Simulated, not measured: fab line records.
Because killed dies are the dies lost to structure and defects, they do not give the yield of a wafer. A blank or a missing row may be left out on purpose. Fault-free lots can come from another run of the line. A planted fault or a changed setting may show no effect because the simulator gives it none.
fab line records + flow sky130
record
- lots=14
- wafers=40
- lastDay=50
route steps=708 shown VT_ADJUST_PCH@151 VIA1@480
lots that met no fault: taken from a fault-free run of the same line
startH: the number of hours between the record's first day and the start of the first shown wafer of the lot + waitH: hours from the lot's prior step to this one + " as in the row above + L1.1+2: a row that stands for several wafers + - either no value or no given start + * or withheld: withheld + < > ~ a bound
route shown NAME@n: NAME is a module with steps in the file, n the number in the route of the first one + usual: the fault-free wafers' mean and standard deviation + same: alike in all rows + chamber/n: place in a boat + sites: each site's reading + _std_site: the values' standard deviation + _edge_site: outer sites' mean less inner sites' + radiusMm: for every site, how far away it sits from the centre of the wafer + mask NAME#n: copy n + behind: the last tool/chamber to shape the wafer + hold: why the lot went on hold/how many hours it stayed there/how the hold came to an end + device: the n, p or np transistor that did not switch + end of line: tests run on the same wafers once the route is complete + a step with no rows: only its recipe + killed: dies lost to structure and defects at the first sort, not the wafer's yield + map: a wafer's dies, x killed, . not, _ none there
set.NAME: setting as actually run; set.NAME@STEP: the setting as run at that earlier step + model.NAME: the simulator's own value behind a step, which no gauge read
one table for each step of the route and one row for each wafer, over a sample of lots
services: the hour from which a tool's chamber was out of use, counted from the record's first day as startH (under 0 if before that day), plus the number of hours and why
## steps
# step SKY_VT_ADJUST_PCH_IMPLANT_08
# recipe
- species=B
- energyKev=10
- doseCm2=5e+11
- tiltDeg=withheld
| lot.wafer  | tool         | chamber | startH | waitH |
|------------|--------------|---------|--------|-------|
| L923.1+3+5 | implanter-03 | 0       | 225.08 | 0.0   |
| L926.2+3+5 | implanter-03 | 0       | 249.26 | 0.0   |
| L929.2+5   | implanter-03 | 0       | 270.06 | 0.0   |
| L930.2+5   | implanter-03 | 0       | 277.11 | 0.0   |
| L935.3+4+6 | implanter-01 | 0       | 308.79 | 0.1   |
| L937.1+4+5 | implanter-04 | 0       | 330.43 | 0.0   |
| L938.3+5+6 | implanter-01 | 0       | 338.29 | 0.1   |
| L939.1+2+4 | implanter-03 | 0       | 353.59 | 0.0   |
| L941.1+4+6 | implanter-04 | 0       | 366.69 | 0.0   |
| L940.2+3+5 | implanter-03 | 0       | 368.19 | 0.0   |
| L943.1+3+5 | implanter-01 | 0       | 379.57 | 0.0   |
| L944.2+4+5 | implanter-03 | 0       | 384.66 | 0.0   |
| L945.2+3+6 | implanter-03 | 0       | 395.06 | 0.0   |
| L946.1+2+3 | implanter-03 | 0       | 398.29 | 0.0   |
# step SKY_VT_ADJUST_PCH_TW_MEAS_10
# usual
- VT_ADJUST_PCH_TW=142.9/1.1
| lot.wafer | tool         | chamber | startH | waitH | VT_ADJUST_PCH_TW |
|-----------|--------------|---------|--------|-------|------------------|
| L923.1    | filmMetro-03 | -       | 225.33 | 0.1   | 142.0            |
| L923.3    | "            | -       | "      | "     | 141.9            |
| L923.5    | "            | -       | "      | "     | 141.9            |
| L926.2    | filmMetro-01 | -       | 249.49 | 0.1   | 143.8            |
| L926.3    | "            | -       | "      | "     | 143.0            |
| L926.5    | "            | -       | "      | "     | 144.0            |
| L929.2    | filmMetro-03 | -       | 270.30 | 0.1   | 141.8            |
| L929.5    | "            | -       | "      | "     | 139.7            |
| L930.2    | filmMetro-03 | -       | 277.34 | 0.1   | 142.0            |
| L930.5    | "            | -       | "      | "     | 139.7            |
| L935.3    | filmMetro-03 | -       | 309.01 | 0.1   | 142.2            |
| L935.4    | "            | -       | "      | "     | 141.4            |
| L935.6    | "            | -       | "      | "     | 141.0            |
| L937.1    | filmMetro-01 | -       | 330.68 | 0.1   | 143.3            |
| L937.4    | "            | -       | "      | "     | 143.2            |
| L937.5    | "            | -       | "      | "     | 143.6            |
| L938.3    | filmMetro-02 | -       | 338.51 | 0.1   | 143.6            |
| L938.5    | "            | -       | "      | "     | 142.2            |
| L938.6    | "            | -       | "      | "     | 142.1            |
| L939.1    | filmMetro-03 | -       | 353.84 | 0.1   | 140.8            |
| L939.2    | "            | -       | "      | "     | 140.4            |
| L939.4    | "            | -       | "      | "     | 140.5            |
| L941.1    | filmMetro-02 | -       | 366.94 | 0.1   | 144.6            |
| L941.4    | "            | -       | "      | "     | 143.8            |
| L941.6    | "            | -       | "      | "     | 143.7            |
| L940.2    | filmMetro-02 | -       | 368.43 | 0.1   | 143.5            |
| L940.3    | "            | -       | "      | "     | 144.4            |
| L940.5    | "            | -       | "      | "     | 143.7            |
| L943.1    | filmMetro-01 | -       | 379.82 | 0.1   | 143.1            |
| L943.3    | "            | -       | "      | "     | 143.4            |
| L943.5    | "            | -       | "      | "     | 144.0            |
| L944.2    | filmMetro-01 | -       | 384.90 | 0.1   | 142.4            |
| L944.4    | "            | -       | "      | "     | 142.5            |
| L944.5    | "            | -       | "      | "     | 142.4            |
| L945.2    | filmMetro-02 | -       | 395.29 | 0.1   | 143.1            |
| L945.3    | "            | -       | "      | "     | 144.1            |
| L945.6    | "            | -       | "      | "     | 143.9            |
| L946.1    | filmMetro-01 | -       | 398.54 | 0.1   | 142.9            |
| L946.2    | "            | -       | "      | "     | 143.0            |
| L946.3    | "            | -       | "      | "     | 142.9            |
# step SKY_VIA1_RS_MEAS_22
# recipe
- thkMeasGauge=four-point-probe
- reads=W_of_VIA1_CVD_21+TiN_of_VIA1_SPUTTER_20
# usual
- VIA1_W_RS=0.426/0.0066
| lot.wafer | tool         | chamber | startH | waitH | hold                    | VIA1_W_RS[ohm/sq] |
|-----------|--------------|---------|--------|-------|-------------------------|-------------------|
| L923.1    | filmMetro-02 | -       | 779.70 | 0.1   | -                       | 0.426             |
| L923.3    | "            | -       | "      | "     | -                       | 0.432             |
| L923.5    | "            | -       | "      | "     | -                       | 0.429             |
| L926.2    | filmMetro-01 | -       | 843.38 | 0.1   | -                       | 0.422             |
| L926.3    | "            | -       | "      | "     | -                       | 0.420             |
| L926.5    | "            | -       | "      | "     | -                       | 0.421             |
| L929.2    | filmMetro-01 | -       | 846.14 | 0.1   | awaitDispo/0.2h/release | 0.431             |
| L929.5    | "            | -       | "      | "     | awaitDispo/0.2h/release | 0.433             |
| L929.2    | filmMetro-01 | -       | 846.43 | 0.3   | -                       | 0.430             |
| L929.5    | "            | -       | "      | "     | -                       | 0.432             |
| L930.2    | filmMetro-02 | -       | 847.44 | 0.1   | awaitDispo/0.2h/release | 0.425             |
| L930.5    | "            | -       | "      | "     | awaitDispo/0.2h/release | 0.427             |
| L930.2    | filmMetro-02 | -       | 847.83 | 0.4   | -                       | 0.425             |
| L930.5    | "            | -       | "      | "     | -                       | 0.427             |
| L935.3    | filmMetro-02 | -       | 880.46 | 0.1   | -                       | 0.432             |
| L935.4    | "            | -       | "      | "     | -                       | 0.430             |
| L935.6    | "            | -       | "      | "     | -                       | 0.424             |
| L937.1    | filmMetro-02 | -       | 896.31 | 0.1   | -                       | 0.428             |
| L937.4    | "            | -       | "      | "     | -                       | 0.428             |
| L937.5    | "            | -       | "      | "     | -                       | 0.422             |
| L938.3    | filmMetro-03 | -       | 907.57 | 0.1   | -                       | 0.429             |
| L938.5    | "            | -       | "      | "     | -                       | 0.422             |
| L938.6    | "            | -       | "      | "     | -                       | 0.422             |
| L939.1    | filmMetro-01 | -       | 921.32 | 0.1   | -                       | 0.434             |
| L939.2    | "            | -       | "      | "     | -                       | 0.437             |
| L939.4    | "            | -       | "      | "     | -                       | 0.430             |
| L941.1    | filmMetro-01 | -       | 931.64 | 0.1   | -                       | 0.427             |
| L941.4    | "            | -       | "      | "     | -                       | 0.424             |
| L941.6    | "            | -       | "      | "     | -                       | 0.425             |
| L940.2    | filmMetro-03 | -       | 934.63 | 0.1   | -                       | 0.430             |
| L940.3    | "            | -       | "      | "     | -                       | 0.425             |
| L940.5    | "            | -       | "      | "     | -                       | 0.430             |
| L943.1    | filmMetro-01 | -       | 940.77 | 0.1   | -                       | 0.417             |
| L943.3    | "            | -       | "      | "     | -                       | 0.431             |
| L943.5    | "            | -       | "      | "     | -                       | 0.418             |
| L944.2    | filmMetro-02 | -       | 943.55 | 0.1   | -                       | 0.420             |
| L944.4    | "            | -       | "      | "     | -                       | 0.420             |
| L944.5    | "            | -       | "      | "     | -                       | 0.425             |
| L945.2    | filmMetro-02 | -       | 955.58 | 0.1   | -                       | 0.409             |
| L945.3    | "            | -       | "      | "     | -                       | 0.407             |
| L945.6    | "            | -       | "      | "     | -                       | 0.405             |
| L946.1    | filmMetro-03 | -       | 960.00 | 0.1   | -                       | 0.425             |
| L946.2    | "            | -       | "      | "     | -                       | 0.432             |
| L946.3    | "            | -       | "      | "     | -                       | 0.424             |
# step SKY_VIA1_THK_MEAS_23
# recipe
- thkMeasGauge=xrf
- reads=W_of_VIA1_CVD_21
# usual
- VIA1_W_THK=265/4.7
| lot.wafer | tool         | chamber | startH | waitH | hold                    | VIA1_W_THK[nm] |
|-----------|--------------|---------|--------|-------|-------------------------|----------------|
| L923.1    | filmMetro-02 | -       | 779.82 | 0.1   | -                       | 263            |
| L923.3    | "            | -       | "      | "     | -                       | 261            |
| L923.5    | "            | -       | "      | "     | -                       | 261            |
| L926.2    | filmMetro-01 | -       | 843.49 | 0.1   | -                       | 269            |
| L926.3    | "            | -       | "      | "     | -                       | 268            |
| L926.5    | "            | -       | "      | "     | -                       | 271            |
| L929.2    | filmMetro-01 | -       | 848.58 | 2.1   | awaitDispo/0.2h/release | 263            |
| L929.5    | "            | -       | "      | "     | awaitDispo/0.2h/release | 262            |
| L929.2    | filmMetro-01 | -       | 848.81 | 0.2   | -                       | 264            |
| L929.5    | "            | -       | "      | "     | -                       | 262            |
| L930.2    | filmMetro-02 | -       | 849.80 | 1.9   | awaitDispo/0.2h/release | 265            |
| L930.5    | "            | -       | "      | "     | awaitDispo/0.2h/release | 264            |
| L930.2    | filmMetro-02 | -       | 850.04 | 0.2   | -                       | 266            |
| L930.5    | "            | -       | "      | "     | -                       | 264            |
| L935.3    | filmMetro-02 | -       | 880.56 | 0.1   | -                       | 263            |
| L935.4    | "            | -       | "      | "     | -                       | 263            |
| L935.6    | "            | -       | "      | "     | -                       | 268            |
| L937.1    | filmMetro-02 | -       | 896.43 | 0.1   | -                       | 264            |
| L937.4    | "            | -       | "      | "     | -                       | 265            |
| L937.5    | "            | -       | "      | "     | -                       | 267            |
| L938.3    | filmMetro-03 | -       | 907.67 | 0.1   | -                       | 258            |
| L938.5    | "            | -       | "      | "     | -                       | 263            |
| L938.6    | "            | -       | "      | "     | -                       | 264            |
| L939.1    | filmMetro-01 | -       | 921.44 | 0.1   | -                       | 262            |
| L939.2    | "            | -       | "      | "     | -                       | 261            |
| L939.4    | "            | -       | "      | "     | -                       | 264            |
| L941.1    | filmMetro-01 | -       | 931.76 | 0.1   | -                       | 265            |
| L941.4    | "            | -       | "      | "     | -                       | 267            |
| L941.6    | "            | -       | "      | "     | -                       | 267            |
| L940.2    | filmMetro-03 | -       | 934.74 | 0.1   | -                       | 260            |
| L940.3    | "            | -       | "      | "     | -                       | 262            |
| L940.5    | "            | -       | "      | "     | -                       | 259            |
| L943.1    | filmMetro-01 | -       | 940.89 | 0.1   | -                       | 273            |
| L943.3    | "            | -       | "      | "     | -                       | 264            |
| L943.5    | "            | -       | "      | "     | -                       | 273            |
| L944.2    | filmMetro-02 | -       | 943.66 | 0.1   | -                       | 269            |
| L944.4    | "            | -       | "      | "     | -                       | 268            |
| L944.5    | "            | -       | "      | "     | -                       | 267            |
| L945.2    | filmMetro-02 | -       | 955.69 | 0.1   | -                       | 276            |
| L945.3    | "            | -       | "      | "     | -                       | 277            |
| L945.6    | "            | -       | "      | "     | -                       | 278            |
| L946.1    | filmMetro-03 | -       | 960.12 | 0.1   | -                       | 263            |
| L946.2    | "            | -       | "      | "     | -                       | 260            |
| L946.3    | "            | -       | "      | "     | -                       | 265            |
## services
| tool         | chamber | startH | hours | kind   |
|--------------|---------|--------|-------|--------|
| implanter-01 | -       | 236.72 | 6.0   | pm     |
| implanter-03 | -       | 250.23 | 1.3   | repair |
| implanter-04 | -       | 260.05 | 4.1   | pm     |
| implanter-01 | -       | 325.81 | 1.2   | repair |
| implanter-04 | -       | 352.78 | 5.4   | repair |
| implanter-03 | -       | 362.13 | 0.9   | repair |
| implanter-01 | -       | 385.37 | 2.5   | pm     |
## key
firstSign
- step=SKY_VT_ADJUST_PCH_TW_MEAS_10
- reading=VT_ADJUST_PCH_TW
- direction=down
- sigmas=2.9
- usual=142.9
- struck=139.7
effect none on later readings
metAt SKY_VT_ADJUST_PCH_IMPLANT_08
struckLots L929,L930
struckWafers L929.5,L930.5
testerLeftOut L929,L930
onsetBetween 249.26 270.06
fault
- kind=processParameterDrift
- tool=implanter-03
- chamber=-
- onsetH=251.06
- steps=SKY_VT_ADJUST_PCH_IMPLANT_08
- channel=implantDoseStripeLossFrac
- offset=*
- shape=step
- endH=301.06
- scope=struckWafersOnly
# testerLeftOut: of these lots the tester's yield and bins aren't shown, on N5 and GAA mostly nor the transistor test; their killed dies are dies lost to structure and defects alone, not to doping, threshold or leakage, so they don't give the yield
